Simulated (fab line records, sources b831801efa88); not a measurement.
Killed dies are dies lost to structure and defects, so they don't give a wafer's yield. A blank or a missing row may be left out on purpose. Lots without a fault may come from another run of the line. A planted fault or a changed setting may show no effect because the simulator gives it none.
One fault seen from 2 desks | flow gf180mcu | each desk has only its own numbers; what lay behind them comes last

THE METROLOGY DESK
What the gauges read, lot by lot, whatever tool the lot ran on: means of the sampled wafers that have a number. A lot is out of limits, marked OUT, if its mean lies more than 4 standard deviations from the usual mean; the brackets give that distance.
Columns: A = cd_nm at GF_CONTACT_CD_MEAS_14, usual 220.2 nm; B = CONTACT_OVL at GF_CONTACT_OVL_MEAS_15, usual 1 nm
lot  | first seen here | A     | B
L320 | day 15 11:45    | 218.2 | 4
L323 | day 17 00:15    | 219.6 | -2
L333 | day 21 11:54    | 221.7 | 1
L337 | day 22 10:54    | 220.9 | 6
L339 | day 22 23:43    | 220.6 | 3
L343 | day 24 00:19    | 218.8 | -7
This desk's finding: nothing out of limits on any of the 6 lots.

THE TOOL OWNER'S DESK: pvd_sputter-04
The tool's own readings at GF_CONTACT_SPUTTER_22 (material Ti, target thk 15 nm, time 80.02 s): means of the sampled wafers that have a number, for each lot that ran on this tool. A lot is out of limits, marked OUT, if its mean lies more than 4 standard deviations from the usual mean; the brackets give that distance.
Columns: A = chamber_pressure_pa at GF_CONTACT_SPUTTER_22, usual 4.999 Pa; B = throttle_valve_pct at GF_CONTACT_SPUTTER_22, usual 30.6 %
lot  | first seen here | A               | B
L323 | day 17 00:52    | 4.992           | 30.7
L333 | day 21 12:32    | 5.007           | 30.5
L337 | day 22 11:31    | 5.315 (+29) OUT | 30.0
L339 | day 23 00:19    | 5.629 (+57) OUT | 28.8
This desk's finding: out of limits on L337, L339; first on L337, day 22 11:31 (chamber_pressure_pa at GF_CONTACT_SPUTTER_22). In limits: L323, L333.

PUT TOGETHER
The tool owner's desk could have raised an alarm at day 22 11:31, on L337, L339.
The metrology desk saw nothing out of limits.
The metrology desk has L337, L339 on record, within its limits.
Of the lots named, all ran GF_CONTACT_SPUTTER_22 on pvd_sputter-04.

WHAT THE SIMULATOR HAD PUT IN
Process parameter drift: pvd_sputter-04, from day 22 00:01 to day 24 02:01, at GF_CONTACT_SPUTTER_22. Setting chamber_pressure_pa, moved by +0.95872, from 5. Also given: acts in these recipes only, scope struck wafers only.
Lots struck among those shown: L337, L339.
Hours from the fault's start to each desk's first reading out of limits: the tool owner's desk, 12.
